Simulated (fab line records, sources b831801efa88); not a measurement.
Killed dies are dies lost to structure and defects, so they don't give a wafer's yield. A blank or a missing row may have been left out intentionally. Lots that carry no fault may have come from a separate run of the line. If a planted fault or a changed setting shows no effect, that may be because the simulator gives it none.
fab line records + flow sky130
record:
- lots: 5
- wafers: 15
- last_day: 50
route steps=708 shown PWDE@55 NWELL@56 PAD_OPEN@708
lots with no fault: from the same line, run without faults
start_h: the number of hours between the record's first day and the start of the first shown wafer of the lot + wait_h: how many hours have passed since the lot's step before this one + " same as the row above + L1.1+2: several wafers, shown together as one row + - no value, or no start was given + * or withheld: withheld + < > ~ a bound
route shown NAME@n: NAME is a module with steps in the file, n the number in the route of the first one + usual: mean and standard deviation over wafers with no fault + same: alike in all rows + chamber/n: place in a boat + sites: per-site readings + _std_site: how widely they spread, as a standard deviation + _edge_site: the outer-site mean with the inner-site mean subtracted + radius_mm: for every site, how far away it sits from the centre of the wafer + mask NAME#n: copy n + behind: the most recent tool/chamber to have shaped the wafer + hold: why the lot went on hold/how many hours it stayed there/how the hold came to an end + device: which transistor (n, p or np) failed to switch + end of line: the tests these same wafers got at the end of their route + step lacking rows: just its recipe + killed: dies that structure and defects cost at the first sort, which is not the same as the wafer's yield + map: shows each die of a wafer: x if killed, . if not, _ if none is there
set.NAME: the setting that was run; set.NAME@STEP: the one run at that earlier step + model.NAME: the simulator's own value behind a step, which no gauge read
lots at some steps of the route; a table a step, a row a wafer
services: from which hour (start_h, from the record's first day; less than 0 if before it) a tool's chamber was out of use, for how many hours, and why
== steps ==
step: SKY_PWDE_TW_MEAS_10
usual:
- PWDE_TW: 377/3.6
| lot.wafer | tool          | chamber | start_h | wait_h | PWDE_TW |
|-----------|---------------|---------|---------|--------|---------|
| L838.1    | film_metro-04 | -       | 67.63   | 0.1    | 382     |
| L838.2    | "             | -       | "       | "      | 381     |
| L838.6    | "             | -       | "       | "      | 381     |
| L844.2    | film_metro-04 | -       | 99.03   | 0.1    | 382     |
| L844.3    | "             | -       | "       | "      | 381     |
| L844.6    | "             | -       | "       | "      | 384     |
| L854.1    | film_metro-01 | -       | 176.13  | 0.1    | 377     |
| L854.5    | "             | -       | "       | "      | 376     |
| L854.6    | "             | -       | "       | "      | 377     |
| L856.1    | film_metro-03 | -       | 176.48  | 0.1    | 373     |
| L856.2    | "             | -       | "       | "      | 376     |
| L856.4    | "             | -       | "       | "      | 378     |
| L861.3    | film_metro-04 | -       | 204.17  | 0.1    | 378     |
| L861.5    | "             | -       | "       | "      | 379     |
| L861.6    | "             | -       | "       | "      | 380     |
step: SKY_NWELL_DEHYDRATE_03
recipe:
- temp_c: 200
- time_s: 60
step: SKY_NWELL_HMDS_04
recipe:
- prime_time_s: 60
- prime_temp_c: 120
step: SKY_NWELL_COAT_05
recipe:
- spin_rpm: 2000
- resist_thk_nm: 3000
step: SKY_NWELL_SOFTBAKE_06
recipe:
- temp_c: 110
- time_s: withheld
step: SKY_NWELL_EXPOSE_07
recipe:
- mask_id: NWM
- na: 0.6
- source_shape: conventional
- sigma_outer: 0.6
- polarization: unpolarized
- target_cd_nm: 840
- dose_mj: 255
step: SKY_NWELL_PEB_08
recipe:
- temp_c: 115
- time_s: withheld
step: SKY_NWELL_DEVELOP_09
recipe:
- wall_angle_deg: 90
- developer: TMAH
- develop_time_s: 60
- dev_temp_c: 23
step: SKY_NWELL_OVL_MEAS_10
usual:
- NWELL_00_OVL: -0.5/1.2
| lot.wafer | tool       | chamber | start_h | wait_h | NWELL_00_OVL[nm] |
|-----------|------------|---------|---------|--------|------------------|
| L838.1    | overlay-02 | -       | 84.94   | -      | 0.4              |
| L838.2    | "          | -       | "       | "      | 1.5              |
| L838.6    | "          | -       | "       | "      | 2.4              |
| L844.2    | overlay-01 | -       | 116.67  | -      | -1.8             |
| L844.3    | "          | -       | "       | "      | -1.0             |
| L844.6    | "          | -       | "       | "      | -1.5             |
| L854.1    | overlay-02 | -       | 197.55  | -      | 0.5              |
| L854.5    | "          | -       | "       | "      | 1.0              |
| L854.6    | "          | -       | "       | "      | 0.1              |
| L856.1    | overlay-02 | -       | 197.90  | -      | -1.0             |
| L856.2    | "          | -       | "       | "      | -0.2             |
| L856.4    | "          | -       | "       | "      | -1.7             |
| L861.3    | overlay-02 | -       | 226.50  | -      | -1.3             |
| L861.5    | "          | -       | "       | "      | -1.7             |
| L861.6    | "          | -       | "       | "      | -0.9             |
step: SKY_NWELL_IMPLANT_11
recipe:
- species: P
- energy_kev: 400
- dose_cm2: 1.9e+13
- tilt_deg: withheld
step: SKY_NWELL_IMPLANT_12
recipe:
- species: P
- energy_kev: 120
- dose_cm2: 1.3e+12
- tilt_deg: withheld
step: SKY_NWELL_IMPLANT_13
recipe:
- species: P
- energy_kev: 50
- dose_cm2: 7e+11
- tilt_deg: withheld
step: SKY_NWELL_STRIP_14
recipe:
- chemistry: O2/N2
- power_w: 1400
- pressure_mtorr: 1500
- platen_temp_c: withheld
- o2_flow_sccm: 3000
- n2_flow_sccm: 300
- overash_fraction: 0.5
usual:
- drypump_motor_current_A: 5.7/0.55
- oes_product_au: 0.723/0.0049
- strip_time_to_endpoint_s: 36.94/0.11
| lot.wafer | tool            | chamber | start_h | wait_h | drypump_motor_current_A | oes_product_au | rf_hours_counter_h | strip_time_to_endpoint_s | model.coat_of_NWELL_COAT_05.thk_nm |
|-----------|-----------------|---------|---------|--------|-------------------------|----------------|--------------------|--------------------------|------------------------------------|
| L838.1    | plasma_asher-04 | 0       | 85.42   | 0.1    | 6.4                     | 0.730          | 40                 | 36.95                    | 0                                  |
| L838.2    | "               | 1       | "       | "      | 4.9                     | 0.729          | 40                 | 36.97                    | 0                                  |
| L838.6    | "               | 1       | "       | "      | 4.9                     | 0.711          | -                  | 37.06                    | 0                                  |
| L844.2    | plasma_asher-03 | 0       | 117.35  | 0.1    | 5.7                     | 0.927          | 31                 | -                        | 1658                               |
| L844.3    | "               | 1       | "       | "      | 6.2                     | 0.926          | -                  | -                        | 1656                               |
| L844.6    | "               | 0       | "       | "      | 5.7                     | 0.925          | -                  | -                        | 1652                               |
| L854.1    | plasma_asher-01 | 0       | 198.04  | 0.1    | 5.8                     | 0.723          | 8                  | 36.98                    | 0                                  |
| L854.5    | "               | 0       | "       | "      | 5.8                     | 0.719          | -                  | 37.04                    | 0                                  |
| L854.6    | "               | 1       | "       | "      | 5.7                     | 0.722          | -                  | 36.96                    | 0                                  |
| L856.1    | plasma_asher-03 | 0       | 198.39  | 0.1    | 5.7                     | 0.720          | 39                 | 36.86                    | 0                                  |
| L856.2    | "               | 1       | "       | "      | 6.2                     | 0.727          | 39                 | 36.87                    | 0                                  |
| L856.4    | "               | 1       | "       | "      | 6.2                     | 0.722          | -                  | 36.88                    | 0                                  |
| L861.3    | plasma_asher-04 | 1       | 227.01  | 0.1    | 4.8                     | 0.717          | -                  | 36.98                    | 0                                  |
| L861.5    | "               | 1       | "       | "      | 4.8                     | 0.725          | -                  | 36.93                    | 0                                  |
| L861.6    | "               | 0       | "       | "      | 6.4                     | 0.720          | -                  | 37.02                    | 0                                  |
step: SKY_NWELL_TW_MEAS_15
usual:
- NWELL_TW: 1837/16
| lot.wafer | tool          | chamber | start_h | wait_h | NWELL_TW |
|-----------|---------------|---------|---------|--------|----------|
| L838.1    | film_metro-01 | -       | 85.52   | 0.1    | 1827     |
| L838.2    | "             | -       | "       | "      | 1827     |
| L838.6    | "             | -       | "       | "      | 1819     |
| L844.2    | film_metro-04 | -       | 117.46  | 0.1    | 1858     |
| L844.3    | "             | -       | "       | "      | 1868     |
| L844.6    | "             | -       | "       | "      | 1842     |
| L854.1    | film_metro-04 | -       | 198.14  | 0.1    | 1853     |
| L854.5    | "             | -       | "       | "      | 1854     |
| L854.6    | "             | -       | "       | "      | 1848     |
| L856.1    | film_metro-01 | -       | 198.49  | 0.1    | 1826     |
| L856.2    | "             | -       | "       | "      | 1830     |
| L856.4    | "             | -       | "       | "      | 1825     |
| L861.3    | film_metro-04 | -       | 227.09  | 0.1    | 1848     |
| L861.5    | "             | -       | "       | "      | 1847     |
| L861.6    | "             | -       | "       | "      | 1854     |
step: SKY_NWELL_DEHYDRATE_16
recipe:
- temp_c: 200
- time_s: 60
step: SKY_NWELL_HMDS_17
recipe:
- prime_time_s: 60
- prime_temp_c: 120
step: SKY_NWELL_COAT_18
recipe:
- spin_rpm: 2000
- resist_thk_nm: 3000
step: SKY_NWELL_SOFTBAKE_19
recipe:
- temp_c: 110
- time_s: withheld
step: SKY_NWELL_EXPOSE_20
recipe:
- mask_id: NWM_COMPLEMENT
- na: 0.6
- source_shape: conventional
- sigma_outer: 0.6
- polarization: unpolarized
- target_cd_nm: 840
- dose_mj: 260
step: SKY_NWELL_PEB_21
recipe:
- temp_c: 115
- time_s: withheld
step: SKY_NWELL_DEVELOP_22
recipe:
- wall_angle_deg: 90
- developer: TMAH
- develop_time_s: 60
- dev_temp_c: 23
step: SKY_NWELL_OVL_MEAS_23
usual:
- NWELL_01_OVL: -0.4/1.6
| lot.wafer | tool       | chamber | start_h | wait_h | NWELL_01_OVL[nm] |
|-----------|------------|---------|---------|--------|------------------|
| L838.1    | overlay-01 | -       | 103.12  | -      | 0.3              |
| L838.2    | "          | -       | "       | "      | 0.6              |
| L838.6    | "          | -       | "       | "      | -1.9             |
| L844.2    | overlay-02 | -       | 135.72  | -      | 2.3              |
| L844.3    | "          | -       | "       | "      | 4.0              |
| L844.6    | "          | -       | "       | "      | 2.2              |
| L854.1    | overlay-02 | -       | 220.24  | -      | 1.1              |
| L854.5    | "          | -       | "       | "      | 1.6              |
| L854.6    | "          | -       | "       | "      | 0.4              |
| L856.1    | overlay-01 | -       | 220.47  | -      | -0.9             |
| L856.2    | "          | -       | "       | "      | -1.2             |
| L856.4    | "          | -       | "       | "      | 0.3              |
| L861.3    | overlay-02 | -       | 249.90  | -      | -2.3             |
| L861.5    | "          | -       | "       | "      | 0.2              |
| L861.6    | "          | -       | "       | "      | -0.9             |
step: SKY_NWELL_IMPLANT_24
recipe:
- species: B
- energy_kev: 140
- dose_cm2: 9.2e+12
- tilt_deg: withheld
step: SKY_NWELL_STRIP_25
recipe:
- chemistry: O2/N2
- power_w: 1400
- pressure_mtorr: 1500
- platen_temp_c: withheld
- o2_flow_sccm: 3000
- n2_flow_sccm: 300
- overash_fraction: 0.5
usual:
- drypump_motor_current_A: 5.8/0.43
- oes_product_au: 0.722/0.0044
- strip_time_to_endpoint_s: 36.95/0.09
| lot.wafer | tool            | chamber | start_h | wait_h | drypump_motor_current_A | oes_product_au | rf_hours_counter_h | strip_time_to_endpoint_s |
|-----------|-----------------|---------|---------|--------|-------------------------|----------------|--------------------|--------------------------|
| L838.1    | plasma_asher-03 | 0       | 103.30  | 0.1    | 5.7                     | 0.718          | 29                 | 36.95                    |
| L838.2    | "               | 1       | "       | "      | 6.2                     | 0.718          | 29                 | 36.87                    |
| L838.6    | "               | 0       | "       | "      | 5.7                     | 0.717          | -                  | 36.99                    |
| L844.2    | plasma_asher-03 | 1       | 135.90  | 0.1    | 6.2                     | 0.727          | 33                 | 61.49                    |
| L844.3    | "               | 1       | "       | "      | 6.2                     | 0.728          | -                  | 61.37                    |
| L844.6    | "               | 0       | "       | "      | 5.6                     | 0.724          | -                  | 61.36                    |
| L854.1    | plasma_asher-03 | 1       | 220.42  | 0.1    | 6.2                     | 0.722          | 41                 | 36.96                    |
| L854.5    | "               | 0       | "       | "      | 5.7                     | 0.726          | -                  | 36.93                    |
| L854.6    | "               | 1       | "       | "      | 6.2                     | 0.720          | -                  | 36.92                    |
| L856.1    | plasma_asher-04 | 0       | 220.65  | 0.1    | 6.3                     | 0.723          | 54                 | 36.97                    |
| L856.2    | "               | 1       | "       | "      | 4.9                     | 0.719          | 54                 | 36.99                    |
| L856.4    | "               | 1       | "       | "      | 4.9                     | 0.729          | -                  | 36.82                    |
| L861.3    | plasma_asher-01 | 0       | 250.26  | 0.2    | 5.8                     | 0.725          | -                  | 36.83                    |
| L861.5    | "               | 1       | "       | "      | 5.6                     | 0.719          | -                  | 36.77                    |
| L861.6    | "               | 0       | "       | "      | 5.8                     | 0.722          | -                  | 36.92                    |
step: SKY_NWELL_TW_MEAS_26
usual:
- NWELL_2_TW: 500/4.4
| lot.wafer | tool          | chamber | start_h | wait_h | hold                     | NWELL_2_TW |
|-----------|---------------|---------|---------|--------|--------------------------|------------|
| L838.1    | film_metro-03 | -       | 103.40  | 0.1    | -                        | 499        |
| L838.2    | "             | -       | "       | "      | -                        | 499        |
| L838.6    | "             | -       | "       | "      | -                        | 498        |
| L844.2    | film_metro-04 | -       | 136.01  | 0.1    | await_dispo/0.2h/release | 31         |
| L844.3    | "             | -       | "       | "      | await_dispo/0.2h/release | 31         |
| L844.6    | "             | -       | "       | "      | await_dispo/0.2h/release | 31         |
| L844.2    | film_metro-04 | -       | 136.33  | 0.3    | -                        | 31         |
| L844.3    | "             | -       | "       | "      | -                        | 31         |
| L844.6    | "             | -       | "       | "      | -                        | 30         |
| L854.1    | film_metro-01 | -       | 220.52  | 0.1    | -                        | 498        |
| L854.5    | "             | -       | "       | "      | -                        | 499        |
| L854.6    | "             | -       | "       | "      | -                        | 502        |
| L856.1    | film_metro-04 | -       | 220.75  | 0.1    | -                        | 505        |
| L856.2    | "             | -       | "       | "      | -                        | 507        |
| L856.4    | "             | -       | "       | "      | -                        | 508        |
| L861.3    | film_metro-01 | -       | 250.34  | 0.1    | -                        | 497        |
| L861.5    | "             | -       | "       | "      | -                        | 498        |
| L861.6    | "             | -       | "       | "      | -                        | 498        |
step: SKY_PAD_OPEN_PROBE_99
usual:
- defect_limited_yield: 82.3/2
- killed_at_M0_to_M3: 45/7.5
- killed_at_M4_up: 3.2/1.8
- killed_at_contacts: 24/4.9
- killed_at_front_end: 15/4.4
- killed_at_other: 0.3/0.54
- killed_dies: 87/9.8
- killed_open: 47/6.4
- killed_short: 40/6.5
- sort_bin_3_pad_short: 0.9/0.44
- sort_bin_5_function: 10.5/1.5
- sort_bin_6_memory: 6.3/1.2
- sort_n_pass: 405/9.8
- sort_yield_pct: 82.3/2
same:
- gross_dies: 492
- killed_at_back_side: 0
- sort_bin_4_leakage[%]: 0
- sort_bin_8_speed[%]: 0
| lot.wafer | tool      | chamber | start_h | wait_h | defect_limited_yield[%] | killed_at_M0_to_M3 | killed_at_M4_up | killed_at_contacts | killed_at_front_end | killed_at_other | killed_dies | killed_open | killed_short | sort_bin_3_pad_short[%] | sort_bin_5_function[%] | sort_bin_6_memory[%] | sort_n_pass | sort_yield_pct[%] |
|-----------|-----------|---------|---------|--------|-------------------------|--------------------|-----------------|--------------------|---------------------|-----------------|-------------|-------------|--------------|-------------------------|------------------------|----------------------|-------------|-------------------|
| L838.1    | prober-02 | -       | 1075.66 | 0.1    | 82.5                    | 52                 | 2               | 26                 | 6                   | 0               | 86          | 45          | 41           | 0.4                     | 9.6                    | 7.5                  | 406         | 82.5              |
| L838.2    | prober-02 | -       | 1075.71 | 0.1    | 83.7                    | 39                 | 1               | 27                 | 13                  | 0               | 80          | 46          | 34           | 0.2                     | 9.1                    | 6.9                  | 412         | 83.7              |
| L838.6    | prober-02 | -       | 1075.91 | 0.2    | 80.7                    | 51                 | 4               | 28                 | 11                  | 1               | 95          | 48          | 46           | 1.0                     | 13.2                   | 5.1                  | 397         | 80.7              |
| L854.1    | prober-02 | -       | 1185.41 | 0.1    | 77.6                    | 52                 | 6               | 26                 | 25                  | 1               | 110         | 54          | 56           | 1.6                     | 12.0                   | 8.7                  | 382         | 77.6              |
| L854.5    | prober-02 | -       | 1185.61 | 0.2    | 83.5                    | 39                 | 2               | 25                 | 15                  | 0               | 81          | 38          | 43           | 1.6                     | 8.3                    | 6.5                  | 411         | 83.5              |
| L854.6    | prober-02 | -       | 1185.66 | 0.2    | 83.9                    | 39                 | 1               | 24                 | 15                  | 0               | 79          | 43          | 36           | 1.2                     | 10.8                   | 4.1                  | 413         | 83.9              |
| L856.1    | prober-01 | -       | 1186.05 | 0.1    | 81.5                    | 48                 | 4               | 26                 | 13                  | 0               | 91          | 53          | 36           | 0.6                     | 11.4                   | 6.5                  | 401         | 81.5              |
| L856.2    | prober-01 | -       | 1186.10 | 0.1    | 81.1                    | 42                 | 5               | 26                 | 20                  | 0               | 93          | 51          | 40           | 1.2                     | 11.0                   | 6.7                  | 399         | 81.1              |
| L856.4    | prober-01 | -       | 1186.20 | 0.2    | 81.7                    | 54                 | 1               | 22                 | 12                  | 1               | 90          | 49          | 41           | 0.8                     | 12.8                   | 4.7                  | 402         | 81.7              |
| L861.3    | prober-01 | -       | 1203.06 | 0.2    | 86.0                    | 38                 | 1               | 20                 | 10                  | 0               | 69          | 37          | 30           | 0.6                     | 9.3                    | 4.1                  | 423         | 86.0              |
| L861.5    | prober-01 | -       | 1203.16 | 0.2    | 80.7                    | 45                 | 2               | 31                 | 17                  | 0               | 95          | 49          | 46           | 1.6                     | 11.2                   | 6.5                  | 397         | 80.7              |
| L861.6    | prober-01 | -       | 1203.21 | 0.2    | 83.7                    | 38                 | 1               | 31                 | 10                  | 0               | 80          | 46          | 34           | 0.2                     | 11.8                   | 4.3                  | 412         | 83.7              |
killed by level:class
L838.1 CONTACT:geometric_particle:open=14 VIA1:geometric_particle:open=10 VIA3:geometric_particle:open=7 METAL3:geometric_particle:short=7 VIA1:geometric_particle:short=6 METAL2:geometric_particle:short=6 LI_CONTACT:geometric_particle:open=5 CONTACT:geometric_particle:short=5
L838.2 VIA1:geometric_particle:open=9 CONTACT:geometric_particle:open=8 FIELD_ISO:geometric_particle:open=6 LI_CONTACT:geometric_particle:short=6 VIA3:geometric_particle:open=6 CONTACT:geometric_particle:short=6 VIA2:geometric_particle:open=6 METAL1:geometric_particle:short=6
L838.6 CONTACT:geometric_particle:open=11 METAL1:geometric_particle:short=11 METAL2:geometric_particle:short=9 LI_CONTACT:geometric_particle:open=8 VIA1:geometric_particle:open=8 VIA2:geometric_particle:open=7 LOCAL_INTERCONNECT:geometric_particle:short=4 CONTACT:geometric_particle:short=4
L854.1 LI_CONTACT:geometric_particle:open=13 VIA1:geometric_particle:open=11 VIA3:geometric_particle:open=10 POLY_GATE:geometric_particle:short=9 METAL1:geometric_particle:short=8 VIA2:geometric_particle:open=7 POLY_GATE:geometric_particle:open=6 METAL4:geometric_particle:short=6
L854.5 CONTACT:geometric_particle:open=10 VIA1:geometric_particle:open=10 METAL1:geometric_particle:short=8 FIELD_ISO:geometric_particle:open=7 CONTACT:geometric_particle:short=5 METAL2:geometric_particle:short=5 VIA1:geometric_particle:short=5 POLY_GATE:geometric_particle:short=4
L854.6 VIA1:geometric_particle:open=14 LI_CONTACT:geometric_particle:open=8 POLY_GATE:geometric_particle:short=6 LI_CONTACT:geometric_particle:short=5 METAL2:geometric_particle:short=5 VIA2:geometric_particle:open=5 CONTACT:geometric_particle:short=4 CONTACT:geometric_particle:open=4
L856.1 CONTACT:geometric_particle:open=11 VIA1:geometric_particle:open=11 VIA2:geometric_particle:open=9 METAL2:geometric_particle:short=6 LI_CONTACT:geometric_particle:open=5 VIA3:geometric_particle:open=5 POLY_GATE:geometric_particle:short=4 LOCAL_INTERCONNECT:geometric_particle:short=4
L856.2 LOCAL_INTERCONNECT:geometric_particle:short=10 FIELD_ISO:geometric_particle:open=7 VIA3:geometric_particle:open=7 VIA1:geometric_particle:open=6 VIA2:geometric_particle:open=5 POLY_GATE:geometric_particle:open=4 LI_CONTACT:geometric_particle:open=4 CONTACT:geometric_particle:open=4
L856.4 VIA1:geometric_particle:open=14 VIA3:geometric_particle:open=9 LI_CONTACT:geometric_particle:open=6 CONTACT:geometric_particle:open=6 VIA1:geometric_particle:short=6 METAL2:geometric_particle:short=6 FIELD_ISO:geometric_particle:open=5 CONTACT:geometric_particle:short=5
L861.3 VIA1:geometric_particle:open=13 CONTACT:geometric_particle:open=8 VIA2:geometric_particle:open=7 LOCAL_INTERCONNECT:geometric_particle:short=5 FIELD_ISO:geometric_particle:open=4 VIA2:geometric_particle:short=4 CONTACT:geometric_particle:short=4 VIA3:geometric_particle:short=4
L861.5 CONTACT:geometric_particle:open=12 VIA1:geometric_particle:open=11 FIELD_ISO:geometric_particle:open=7 VIA2:geometric_particle:open=6 LI_CONTACT:geometric_particle:short=5 LI_CONTACT:geometric_particle:open=5 LOCAL_INTERCONNECT:geometric_particle:short=5 VIA2:geometric_particle:short=5
L861.6 CONTACT:geometric_particle:open=13 VIA1:geometric_particle:open=9 METAL1:geometric_particle:short=8 VIA2:geometric_particle:open=8 LI_CONTACT:geometric_particle:open=7 LOCAL_INTERCONNECT:geometric_particle:short=4 LI_CONTACT:geometric_particle:short=3 METAL3:geometric_particle:short=3
== services ==
| tool            | chamber | start_h | hours | kind       |
|-----------------|---------|---------|-------|------------|
| plasma_asher-01 | -       | 108.75  | 9.0   | pm         |
| plasma_asher-01 | 0       | 108.75  | 9.0   | vent_cycle |
| plasma_asher-01 | 1       | 108.75  | 9.0   | vent_cycle |
| plasma_asher-01 | 0       | 117.75  | -     | clean      |
| plasma_asher-01 | 1       | 117.75  | -     | clean      |
| plasma_asher-01 | -       | 168.07  | 0.9   | repair     |
== key ==
first_sign:
- step: SKY_NWELL_STRIP_14
- reading: oes_product_au
- direction: up
- sigmas: 42
- usual: 0.723
- struck: 0.926
effect:
- step: SKY_NWELL_STRIP_25
- reading: strip_time_to_endpoint_s
- direction: up
- sigmas: 99+
- usual: *
- struck: *
effect:
- step: SKY_NWELL_TW_MEAS_26
- reading: visit
- direction: added
effect:
- step: SKY_NWELL_TW_MEAS_26
- reading: NWELL_2_TW
- direction: down
- sigmas: 99+
- usual: 500
- struck: 31
model_effect:
- step: SKY_NWELL_STRIP_14
- value: coat_of_NWELL_COAT_05.thk_nm
- without: 0
- struck: 1655
met_at SKY_NWELL_STRIP_14
struck_wafers L844.2,L844.3,L844.6
scrapped_behind SKY_NWELL_TW_MEAS_26 L844.2,L844.3,L844.6
fault:
- kind: strip_aborted
- tool: plasma_asher-03
- chamber: -
- onset_h: 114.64
- steps: SKY_NWELL_STRIP_14
- offset: 0.77616
- end_h: 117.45
